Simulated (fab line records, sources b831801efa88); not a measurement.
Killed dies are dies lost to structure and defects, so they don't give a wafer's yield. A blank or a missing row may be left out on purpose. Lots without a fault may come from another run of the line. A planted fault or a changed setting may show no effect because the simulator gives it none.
fab line records | flow gf180mcu
record lots=24 wafers=72 last_day=34
route steps=602 shown CONTACT@305 M1@318 V1@336 M2@364 M3@410 V3@432
lots that met no fault: from a run of the same line without faults
start_h: hours from the record's first day to the start of the lot's first wafer shown | wait_h: hours since the lot's step before | " the same as in the row above | L1.1+2: a row that stands for several wafers | - no value, or no start given | * or withheld: withheld | < > ~ a bound
route shown NAME@n: a module of which the file shows steps, and the number in the route of the first | usual: mean/standard deviation of fault-free wafers | same: alike in all rows | chamber/n: place in a boat | sites: the reading at each site | _std_site: their standard deviation | _edge_site: outer sites' mean less inner sites' | radius_mm: how far each site lies from the wafer's centre | mask NAME#n: copy n | behind: the tool/chamber that last shaped the wafer | hold: why the lot was held/for how many hours/how that ended | device: the transistor (n, p or np) that didn't switch | end of line: the same wafers' tests at the end of the route | a step without rows: its recipe alone | killed: dies lost to structure and defects at the first sort, not the wafer's yield | map: a wafer's dies, x killed, . not, _ none there
set.NAME: the setting as run; set.NAME@STEP: as run at that earlier step | model.NAME: the simulator's own value behind a step, which no gauge read
steps of the route over a sample of lots; a table a step, a row a wafer
services: from which hour (start_h, from the record's first day; less than 0 if before it) a tool's chamber was out of use, for how many hours, and why
## steps
# step GF_CONTACT_STRIP_18
# recipe chemistry=O2/N2 power_w=1400 pressure_mtorr=1500 platen_temp_c=250 o2_flow_sccm=3000 n2_flow_sccm=300 overash_fraction=0.5
# usual drypump_motor_current_A=5.4/0.37 heater_power_w=353/37 oes_product_au=0.580/0.0056
# columns lot.wafer tool chamber start_h wait_h drypump_motor_current_A heater_power_w oes_product_au rf_hours_counter_h
L074.3 plasma_asher-02 0 364.33 - 5.3 397 0.585 -
L074.5 " 1 " " 5.6 359 0.589 -
L074.6 " 0 " " 5.3 386 0.583 -
L075.3 plasma_asher-04 1 375.38 - 5.8 343 0.580 -
L075.4 " 0 " " 5.3 325 0.580 -
L075.5 " 1 " " 5.8 336 0.581 -
L076.1 plasma_asher-03 1 384.95 - 5.7 309 0.587 28
L076.5 " 1 " " 5.7 322 0.581 -
L076.6 " 0 " " 4.7 417 0.586 -
L077.1 plasma_asher-03 0 388.96 - 4.7 428 0.580 29
L077.5 " 0 " " 4.7 438 0.588 -
L077.6 " 1 " " 5.7 314 0.582 -
L078.1 plasma_asher-02 0 396.02 - 5.2 375 0.580 60
L078.3 " 1 " " 5.6 363 0.571 -
L078.4 " 0 " " 5.2 385 0.581 -
L079.1 plasma_asher-02 0 405.20 - 5.3 383 0.586 62
L079.4 " 1 " " 5.6 363 0.580 -
L079.5 " 0 " " 5.3 377 0.578 -
L080.1 plasma_asher-04 0 415.32 - 5.3 321 0.587 77
L080.5 " 0 " " 5.3 320 0.576 -
L080.6 " 1 " " 5.8 337 0.578 -
L081.1 plasma_asher-04 1 419.55 - 5.9 333 0.580 78
L081.4 " 1 " " 5.8 339 0.572 -
L081.6 " 0 " " 5.3 330 0.585 -
L082.4 plasma_asher-03 1 433.89 - 5.7 319 0.582 -
L082.5 " 0 " " 4.7 419 0.582 -
L082.6 " 1 " " 5.7 309 0.584 -
L083.1 plasma_asher-04 1 441.26 - 5.8 350 0.577 1
L083.2 " 0 " " 5.3 313 0.585 1
L083.5 " 1 " " 5.8 354 0.580 -
L084.1 plasma_asher-04 0 452.45 - 5.3 317 0.583 2
L084.3 " 0 " " 5.3 315 0.575 -
L084.6 " 0 " " 5.3 317 0.579 -
L085.1 plasma_asher-03 1 460.11 - 5.7 316 0.577 37
L085.4 " 1 " " 5.7 327 0.579 -
L085.6 " 0 " " 4.7 413 0.583 -
L086.3 plasma_asher-04 0 474.74 - 5.3 317 0.579 -
L086.5 " 1 " " 5.9 359 0.590 -
L086.6 " 0 " " 5.4 324 0.579 -
L087.1 plasma_asher-03 0 480.00 - 4.7 426 0.586 40
L087.3 " 1 " " 5.7 316 0.592 -
L087.4 " 0 " " 4.7 419 0.570 -
L088.1 plasma_asher-04 1 487.02 - 5.8 350 0.584 6
L088.2 " 0 " " 5.3 324 0.590 6
L088.3 " 1 " " 5.9 344 0.577 -
L089.1 plasma_asher-02 1 496.76 - 5.6 363 0.574 71
L089.2 " 0 " " 5.3 388 0.578 71
L089.5 " 1 " " 5.6 356 0.583 -
L090.2 plasma_asher-04 0 503.85 - 5.3 315 0.577 8
L090.3 " 0 " " 5.3 310 0.579 -
L090.5 " 1 " " 5.8 357 0.577 -
L091.4 plasma_asher-02 0 512.08 - 5.2 385 0.578 -
L091.5 " 0 " " 5.3 386 0.574 -
L091.6 " 1 " " 5.6 359 0.577 -
L092.2 plasma_asher-04 0 519.31 - 5.3 316 0.585 9
L092.3 " 0 " " 5.3 312 0.580 -
L092.6 " 1 " " 5.9 359 0.586 -
L093.3 plasma_asher-03 1 529.49 - 5.7 321 0.577 -
L093.4 " 0 " " 4.7 425 0.575 -
L093.6 " 0 " " 4.7 441 0.584 -
L094.3 plasma_asher-03 0 538.05 - 4.7 434 0.575 -
L094.4 " 1 " " 5.7 324 0.581 -
L094.6 " 1 " " 5.7 329 0.589 -
L095.3 plasma_asher-04 1 547.00 - 5.8 346 0.569 -
L095.4 " 0 " " 5.3 333 0.581 -
L095.5 " 0 " " 5.3 325 0.579 -
L096.2 plasma_asher-04 1 549.39 - 5.8 353 0.579 13
L096.3 " 0 " " 5.3 324 0.572 -
L096.6 " 0 " " 5.3 313 0.582 -
L097.2 plasma_asher-04 0 558.47 - 5.3 321 0.593 14
L097.4 " 1 " " 5.9 348 0.578 -
L097.6 " 1 " " 5.9 353 0.577 -
# step GF_M1_SPUTTER_03
# recipe material=Ti target_thk_nm=10 substrate_temp_c=300 chamber_pressure_pa=0.3 power_w=3000 time_s=6.7
# usual throttle_valve_pct=29.8/0.52
# columns lot.wafer tool chamber start_h wait_h throttle_valve_pct
L074.3 pvd_sputter-04 - 365.44 0.0 29.4
L074.5 " - " " 30.0
L074.6 " - " " 29.7
L075.3 pvd_sputter-03 - 376.78 0.0 29.3
L075.4 " - " " 29.2
L075.5 " - " " 29.9
L076.1 pvd_sputter-03 - 386.09 0.0 30.1
L076.5 " - " " 29.7
L076.6 " - " " 30.1
L077.1 pvd_sputter-04 - 390.10 0.0 30.0
L077.5 " - " " 29.5
L077.6 " - " " 30.0
L078.1 pvd_sputter-03 - 397.16 0.0 30.0
L078.3 " - " " 29.9
L078.4 " - " " 28.8
L079.1 pvd_sputter-01 - 406.34 0.0 31.1
L079.4 " - " " 29.4
L079.5 " - " " 31.2
L080.1 pvd_sputter-04 - 416.46 0.0 30.2
L080.5 " - " " 30.2
L080.6 " - " " 29.9
L081.1 pvd_sputter-03 - 420.68 0.0 29.3
L081.4 " - " " 29.1
L081.6 " - " " 30.1
L082.4 pvd_sputter-04 - 435.00 0.0 30.2
L082.5 " - " " 30.2
L082.6 " - " " 29.6
L083.1 pvd_sputter-01 - 442.40 0.0 29.2
L083.2 " - " " 29.4
L083.5 " - " " 30.9
L084.1 pvd_sputter-04 - 453.59 0.0 30.0
L084.3 " - " " 30.3
L084.6 " - " " 30.2
L085.1 pvd_sputter-04 - 461.25 0.0 30.1
L085.4 " - " " 30.4
L085.6 " - " " 30.1
L086.3 pvd_sputter-04 - 475.86 0.0 29.8
L086.5 " - " " 30.1
L086.6 " - " " 30.0
L087.1 pvd_sputter-03 - 481.30 0.0 29.3
L087.3 " - " " 30.1
L087.4 " - " " 30.1
L088.1 pvd_sputter-01 - 488.15 0.0 29.7
L088.2 " - " " 30.9
L088.3 " - " " 29.4
L089.1 pvd_sputter-03 - 497.91 0.0 30.3
L089.2 " - " " 29.6
L089.5 " - " " 29.0
L090.2 pvd_sputter-03 - 505.00 0.0 28.9
L090.3 " - " " 30.0
L090.5 " - " " 29.6
L091.4 pvd_sputter-01 - 513.19 0.0 31.0
L091.5 " - " " 29.8
L091.6 " - " " 29.5
L092.2 pvd_sputter-03 - 520.46 0.0 29.7
L092.3 " - " " 29.8
L092.6 " - " " 30.2
L093.3 pvd_sputter-01 - 530.79 0.0 29.3
L093.4 " - " " 29.6
L093.6 " - " " 31.3
L094.3 pvd_sputter-04 - 539.17 0.0 30.1
L094.4 " - " " 30.1
L094.6 " - " " 30.5
L095.3 pvd_sputter-04 - 548.24 0.0 29.8
L095.4 " - " " 29.6
L095.5 " - " " 29.4
L096.2 pvd_sputter-01 - 550.54 0.0 29.4
L096.3 " - " " 31.0
L096.6 " - " " 31.0
L097.2 pvd_sputter-01 - 559.61 0.0 29.5
L097.4 " - " " 29.6
L097.6 " - " " 30.8
# step GF_V1_THK_MEAS_01
# recipe reads=SiO2_of_V1_CVD_00
# usual V1_CVD_00_THK=601/6.8
# columns lot.wafer tool chamber start_h wait_h V1_CVD_00_THK[nm]
L074.3 film_metro-04 - 388.13 0.1 599
L074.5 " - " " 601
L074.6 " - " " 593
L075.3 film_metro-04 - 400.31 0.1 601
L075.4 " - " " 609
L075.5 " - " " 600
L076.1 film_metro-03 - 409.49 0.0 598
L076.5 " - " " 607
L076.6 " - " " 612
L077.1 film_metro-03 - 413.71 0.0 597
L077.5 " - " " 592
L077.6 " - " " 601
L078.1 film_metro-03 - 420.94 0.0 611
L078.3 " - " " 605
L078.4 " - " " 589
L079.1 film_metro-01 - 430.54 0.0 592
L079.4 " - " " 596
L079.5 " - " " 597
L080.1 film_metro-01 - 441.96 0.0 609
L080.5 " - " " 604
L080.6 " - " " 611
L081.1 film_metro-03 - 446.28 0.0 600
L081.4 " - " " 600
L081.6 " - " " 600
L082.4 film_metro-04 - 460.21 0.0 606
L082.5 " - " " 604
L082.6 " - " " 608
L083.1 film_metro-04 - 467.87 0.0 597
L083.2 " - " " 604
L083.5 " - " " 590
L084.1 film_metro-04 - 479.07 0.0 595
L084.3 " - " " 612
L084.6 " - " " 594
L085.1 film_metro-04 - 486.53 0.0 599
L085.4 " - " " 608
L085.6 " - " " 599
L086.3 film_metro-03 - 501.63 0.1 604
L086.5 " - " " 604
L086.6 " - " " 602
L087.1 film_metro-04 - 505.44 0.0 600
L087.3 " - " " 592
L087.4 " - " " 604
L088.1 film_metro-04 - 512.56 0.1 599
L088.2 " - " " 591
L088.3 " - " " 600
L089.1 film_metro-01 - 522.28 0.0 596
L089.2 " - " " 596
L089.5 " - " " 593
L090.2 film_metro-04 - 529.13 0.0 611
L090.3 " - " " 590
L090.5 " - " " 598
L091.4 film_metro-01 - 537.26 0.0 599
L091.5 " - " " 610
L091.6 " - " " 604
L092.2 film_metro-01 - 544.58 0.1 604
L092.3 " - " " 612
L092.6 " - " " 607
L093.3 film_metro-03 - 554.71 0.1 601
L093.4 " - " " 596
L093.6 " - " " 598
L094.3 film_metro-03 - 562.46 0.1 591
L094.4 " - " " 604
L094.6 " - " " 595
L095.3 film_metro-01 - 570.89 0.1 607
L095.4 " - " " 598
L095.5 " - " " 612
L096.2 film_metro-03 - 573.70 0.0 610
L096.3 " - " " 613
L096.6 " - " " 611
L097.2 film_metro-01 - 582.17 0.0 599
L097.4 " - " " 601
L097.6 " - " " 585
# step GF_M2_SPUTTER_02
# recipe material=AlCu target_thk_nm=450 power_w=10600 time_s=23.9 chamber_pressure_pa=0.4
# usual throttle_valve_pct=30.0/0.9
# columns lot.wafer tool chamber start_h wait_h throttle_valve_pct
L074.3 pvd_sputter-03 - 412.92 0.0 30.1
L074.5 " - " " 29.7
L074.6 " - " " 29.7
L075.3 pvd_sputter-03 - 425.23 0.0 30.4
L075.4 " - " " 29.6
L075.5 " - " " 29.5
L076.1 pvd_sputter-03 - 435.82 0.0 30.1
L076.5 " - " " 30.0
L076.6 " - " " 29.3
L077.1 pvd_sputter-02 - 440.51 0.0 29.2
L077.5 " - " " 32.6
L077.6 " - " " 29.6
L078.1 pvd_sputter-03 - 447.19 0.0 30.0
L078.3 " - " " 29.4
L078.4 " - " " 29.1
L079.1 pvd_sputter-02 - 457.47 0.0 32.6
L079.4 " - " " 29.5
L079.5 " - " " 30.5
L080.1 pvd_sputter-02 - 468.75 0.0 32.8
L080.5 " - " " 29.3
L080.6 " - " " 30.1
L081.1 pvd_sputter-02 - 472.53 0.0 32.6
L081.4 " - " " 29.2
L081.6 " - " " 29.2
L082.4 pvd_sputter-03 - 486.93 0.0 30.2
L082.5 " - " " 29.6
L082.6 " - " " 30.1
L083.1 pvd_sputter-01 - 494.01 0.0 29.7
L083.2 " - " " 29.7
L083.5 " - " " 31.0
L084.1 pvd_sputter-02 - 505.52 0.0 30.3
L084.3 " - " " 32.5
L084.6 " - " " 32.3
L085.1 pvd_sputter-01 - 511.95 0.0 29.8
L085.4 " - " " 29.5
L085.6 " - " " 29.4
L086.3 pvd_sputter-03 - 527.15 0.0 29.6
L086.5 " - " " 28.9
L086.6 " - " " 30.0
L087.1 pvd_sputter-03 - 530.46 0.0 29.9
L087.3 " - " " 30.1
L087.4 " - " " 29.1
L088.1 pvd_sputter-01 - 537.68 0.0 29.5
L088.2 " - " " 31.1
L088.3 " - " " 29.0
L089.1 pvd_sputter-02 - 546.94 0.0 29.5
L089.2 " - " " 30.3
L089.5 " - " " 29.3
L090.2 pvd_sputter-03 - 553.44 0.0 30.3
L090.3 " - " " 29.5
L090.5 " - " " 30.0
L091.4 pvd_sputter-02 - 562.23 0.0 29.5
L091.5 " - " " 29.2
L091.6 " - " " 30.2
L092.2 pvd_sputter-03 - 569.32 0.0 29.9
L092.3 " - " " 29.7
L092.6 " - " " 30.1
L093.3 pvd_sputter-01 - 579.17 0.0 29.9
L093.4 " - " " 30.8
L093.6 " - " " 29.9
L094.3 pvd_sputter-03 - 586.67 0.0 29.6
L094.4 " - " " 29.1
L094.6 " - " " 29.7
L095.3 pvd_sputter-02 - 594.34 0.0 29.4
L095.4 " - " " 30.4
L095.5 " - " " 30.5
L096.2 pvd_sputter-01 - 596.92 0.0 29.5
L096.3 " - " " 31.0
L096.6 " - " " 31.0
L097.2 pvd_sputter-03 - 604.93 0.0 29.2
L097.4 " - " " 30.2
L097.6 " - " " 30.0
# step GF_M3_SPUTTER_01
# recipe material=TiN target_thk_nm=30 power_w=6500 time_s=25 chamber_pressure_pa=0.4
# usual throttle_valve_pct=29.8/0.51
# columns lot.wafer tool chamber start_h wait_h throttle_valve_pct
L074.3 pvd_sputter-04 - 463.38 0.1 29.7
L074.5 " - " " 30.3
L074.6 " - " " 30.1
L075.3 pvd_sputter-04 - 476.96 0.1 30.1
L075.4 " - " " 29.2
L075.5 " - " " 30.0
L076.1 pvd_sputter-03 - 487.70 0.1 29.1
L076.5 " - " " 29.7
L076.6 " - " " 29.9
L077.1 pvd_sputter-04 - 493.14 0.1 29.8
L077.5 " - " " 30.4
L077.6 " - " " 30.6
L078.1 pvd_sputter-04 - 499.24 0.1 30.2
L078.3 " - " " 29.6
L078.4 " - " " 30.0
L079.1 pvd_sputter-01 - 508.54 0.1 29.4
L079.4 " - " " 29.6
L079.5 " - " " 29.8
L080.1 pvd_sputter-01 - 519.39 0.1 29.6
L080.5 " - " " 31.1
L080.6 " - " " 29.7
L081.1 pvd_sputter-04 - 523.11 0.1 30.0
L081.4 " - " " 30.2
L081.6 " - " " 29.9
L082.4 pvd_sputter-03 - 536.64 0.1 30.1
L082.5 " - " " 29.5
L082.6 " - " " 29.9
L083.1 pvd_sputter-01 - 543.57 0.1 29.4
L083.2 " - " " 31.2
L083.5 " - " " 31.0
L084.1 pvd_sputter-04 - 553.87 0.1 29.3
L084.3 " - " " 30.3
L084.6 " - " " 29.9
L085.1 pvd_sputter-03 - 559.84 0.1 30.1
L085.4 " - " " 28.9
L085.6 " - " " 29.6
L086.3 pvd_sputter-01 - 575.36 0.1 31.1
L086.5 " - " " 29.5
L086.6 " - " " 29.6
L087.1 pvd_sputter-03 - 578.79 0.1 28.9
L087.3 " - " " 30.0
L087.4 " - " " 29.9
L088.1 pvd_sputter-04 - 585.60 0.1 29.7
L088.2 " - " " 29.7
L088.3 " - " " 30.3
L089.1 pvd_sputter-03 - 593.66 0.1 29.5
L089.2 " - " " 30.0
L089.5 " - " " 29.9
L090.2 pvd_sputter-03 - 599.39 0.1 30.1
L090.3 " - " " 29.8
L090.5 " - " " 30.0
L091.4 pvd_sputter-03 - 608.86 0.1 29.6
L091.5 " - " " 30.0
L091.6 " - " " 29.0
L092.2 pvd_sputter-04 - 614.76 0.1 29.5
L092.3 " - " " 30.0
L092.6 " - " " 30.3
L093.3 pvd_sputter-03 - 623.94 0.1 30.1
L093.4 " - " " 29.7
L093.6 " - " " 30.0
L094.3 pvd_sputter-03 - 631.67 0.1 29.7
L094.4 " - " " 29.6
L094.6 " - " " 29.0
L095.3 pvd_sputter-04 - 638.70 0.1 29.8
L095.4 " - " " 30.0
L095.5 " - " " 29.2
L096.2 pvd_sputter-01 - 640.62 0.1 29.7
L096.3 " - " " 31.2
L096.6 " - " " 31.3
L097.2 pvd_sputter-01 - 648.74 0.1 29.5
L097.4 " - " " 31.2
L097.6 " - " " 29.3
# step GF_V3_THK_MEAS_03
# recipe reads=SiO2_of_V3_CVD_02
# usual V3_CVD_02_THK=846/14
# columns lot.wafer tool chamber start_h wait_h V3_CVD_02_THK[nm]
L074.3 film_metro-04 - 489.42 0.1 860
L074.5 " - " " 876
L074.6 " - " " 850
L075.3 film_metro-03 - 502.11 0.1 842
L075.4 " - " " 860
L075.5 " - " " 854
L076.1 film_metro-03 - 512.28 0.0 847
L076.5 " - " " 845
L076.6 " - " " 863
L077.1 film_metro-01 - 517.62 0.0 823
L077.5 " - " " 830
L077.6 " - " " 840
L078.1 film_metro-01 - 523.96 0.0 843
L078.3 " - " " 853
L078.4 " - " " 858
L079.1 film_metro-03 - 532.78 0.0 835
L079.4 " - " " 830
L079.5 " - " " 833
L080.1 film_metro-03 - 543.75 0.0 839
L080.5 " - " " 851
L080.6 " - " " 850
L081.1 film_metro-01 - 546.88 0.0 817
L081.4 " - " " 836
L081.6 " - " " 842
L082.4 film_metro-03 - 560.40 0.0 848
L082.5 " - " " 848
L082.6 " - " " 828
L083.1 film_metro-03 - 566.96 0.0 855
L083.2 " - " " 826
L083.5 " - " " 842
L084.1 film_metro-03 - 576.91 0.0 829
L084.3 " - " " 839
L084.6 " - " " 845
L085.1 film_metro-01 - 582.61 0.0 837
L085.4 " - " " 876
L085.6 " - " " 852
L086.3 film_metro-03 - 597.76 0.1 859
L086.5 " - " " 886
L086.6 " - " " 849
L087.1 film_metro-01 - 601.30 0.1 840
L087.3 " - " " 845
L087.4 " - " " 849
L088.1 film_metro-04 - 607.85 0.0 851
L088.2 " - " " 834
L088.3 " - " " 852
L089.1 film_metro-04 - 615.35 0.0 862
L089.2 " - " " 839
L089.5 " - " " 841
L090.2 film_metro-04 - 621.43 0.0 836
L090.3 " - " " 828
L090.5 " - " " 843
L091.4 film_metro-01 - 630.65 0.0 853
L091.5 " - " " 881
L091.6 " - " " 860
L092.2 film_metro-04 - 636.34 0.1 841
L092.3 " - " " 846
L092.6 " - " " 848
L093.3 film_metro-01 - 645.64 0.1 820
L093.4 " - " " 836
L093.6 " - " " 841
L094.3 film_metro-01 - 653.08 0.1 867
L094.4 " - " " 871
L094.6 " - " " 871
L095.3 film_metro-01 - 659.82 0.1 847
L095.4 " - " " 865
L095.5 " - " " 875
L096.2 film_metro-03 - 660.80 0.0 832
L096.3 " - " " 837
L096.6 " - " " 851
L097.2 film_metro-04 - 669.53 0.0 831
L097.4 " - " " 830
L097.6 " - " " 847
## services
# columns tool chamber start_h hours kind
pvd_sputter-02 - 342.32 20.5 repair
plasma_asher-03 - 349.25 0.3 repair
pvd_sputter-01 3 360.66 - consumable_replace:kit
pvd_sputter-01 3 360.66 18.0 scheduled_down
pvd_sputter-01 3 360.66 18.0 vent_cycle
plasma_asher-02 - 378.81 2.8 pm
plasma_asher-03 - 393.64 0.6 repair
plasma_asher-04 - 421.25 9.0 pm
pvd_sputter-01 - 438.59 1.9 repair
pvd_sputter-03 0 447.28 - consumable_replace:kit
pvd_sputter-03 0 447.28 18.0 scheduled_down
pvd_sputter-03 0 447.28 18.0 vent_cycle
pvd_sputter-03 - 453.78 8.7 repair
pvd_sputter-02 - 528.37 8.7 repair
pvd_sputter-03 - 541.97 1.4 repair
plasma_asher-03 - 551.83 2.2 repair
pvd_sputter-04 2 552.71 - consumable_replace:kit
pvd_sputter-04 2 552.71 18.0 scheduled_down
pvd_sputter-04 2 552.71 18.0 vent_cycle
pvd_sputter-03 - 560.40 1.4 repair
pvd_sputter-02 - 568.85 2.3 repair
plasma_asher-02 - 572.16 14.6 pm
pvd_sputter-01 2 579.27 - consumable_replace:kit
plasma_asher-03 - 600.71 1.3 repair
## key
fault none
